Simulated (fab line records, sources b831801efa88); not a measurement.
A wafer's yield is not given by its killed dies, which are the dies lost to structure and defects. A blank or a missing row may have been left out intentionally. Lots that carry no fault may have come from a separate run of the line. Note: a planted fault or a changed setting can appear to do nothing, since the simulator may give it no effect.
One fault seen from 2 desks :: flow sky130 :: every desk sees just its own numbers, and what lay behind them comes last

THE TOOL OWNER'S DESK: implanter-02
For each lot that ran on this tool, the mean over its sampled wafers that have a number, from the tool's own readings at SKY_VT_ADJUST_HVTP_IMPLANT_09. Any lot whose mean is over 4 standard deviations away from the usual mean is out of limits and marked OUT; that distance is given in the brackets.
Columns: A = doseIonsCm2 at SKY_VT_ADJUST_HVTP_IMPLANT_09, usual 4.3e+12
lot: L487
first seen here: day 6 20:10
A: 4.3e+12

lot: L491
first seen here: day 7 14:22
A: 4.3e+12

lot: L495
first seen here: day 8 15:07
A: 4.3e+12

lot: L496
first seen here: day 9 01:16
A: 4.3e+12

lot: L507
first seen here: day 11 23:13
A: 4.3e+12
Result from this desk: across the 5 lots, nothing is out of limits.

METROLOGY DESK
What the gauges read, lot by lot, whatever tool the lot ran on: means of the sampled wafers that have a number. Any lot whose mean is over 4 standard deviations away from the usual mean is out of limits and marked OUT; that distance is given in the brackets.
Columns: A = NWELL_RS at SKY_NWELL_RS_MEAS_29, usual 624.6 ohm/sq; B = VT_ADJUST_HVTP_TW at SKY_VT_ADJUST_HVTP_TW_MEAS_11, usual 1362; C = cdNm at SKY_VT_ADJUST_NCORE_CD_MEAS_07, usual 380 nm; D = VT_ADJUST_PCH_TW at SKY_VT_ADJUST_PCH_TW_MEAS_10, usual 143.3
lot: L486
first seen here: day 5 12:22
A: 628.2
B: 1344
C: 382
D: 143.6

lot: L488
first seen here: day 5 22:23
A: 624.1
B: 1358
C: 383
D: 143.3

lot: L487
first seen here: day 6 00:16
A: 625.3
B: 1361
C: 383
D: 144.7

lot: L491
first seen here: day 6 17:41
A: 625.7
B: 1368
C: 380
D: 142.3

lot: L495
first seen here: day 7 18:26
A: 621.4
B: 1304 (-4.5) OUT
C: 372
D: 144.1

lot: L496
first seen here: day 8 03:21
A: 622.8
B: 1328
C: 378
D: 143.2

lot: L500
first seen here: day 9 02:44
A: 622.4
B: 1381
C: 379
D: 143.7

lot: L501
first seen here: day 9 10:22
A: 624.5
B: 1373
C: 381
D: 145.3

lot: L502
first seen here: day 9 13:19
A: 628.1
B: 1344
C: 381
D: 143.4

lot: L503
first seen here: day 9 18:23
A: 624.4
B: 1361
C: 382
D: 143.4

lot: L505
first seen here: day 10 07:59
A: 623.9
B: 1350
C: 376
D: 143.1

lot: L507
first seen here: day 10 22:14
A: 624.9
B: 1352
C: 377
D: 144.3

lot: L508
first seen here: day 11 03:44
A: 625.2
B: 1374
C: 380
D: 143.5

lot: L509
first seen here: day 11 09:50
A: 624.5
B: 1371
C: 386
D: 142.7
This desk finds L495 out of limits, with the earliest case on L495 at day 8 15:22 (VT_ADJUST_HVTP_TW at SKY_VT_ADJUST_HVTP_TW_MEAS_11). Within limits: L486, L488, L487, L491, L496, L500, L501, L502, L503, L505, L507, L508, L509.

TAKEN TOGETHER
An alarm was possible from the metrology desk at day 8 15:22, on L495.
The tool owner's desk saw nothing out of limits.
The tool owner's desk has L495 on record, within its limits.
Of the lots named, all ran SKY_VT_ADJUST_HVTP_IMPLANT_09 on implanter-02.

WHAT THE SIMULATOR HAD PUT IN
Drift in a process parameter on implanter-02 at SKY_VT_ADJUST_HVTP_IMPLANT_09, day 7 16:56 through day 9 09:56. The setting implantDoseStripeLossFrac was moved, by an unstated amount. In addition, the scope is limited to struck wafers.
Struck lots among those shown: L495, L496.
Hours from the fault's start to each desk's first reading out of limits: the metrology desk, 22.
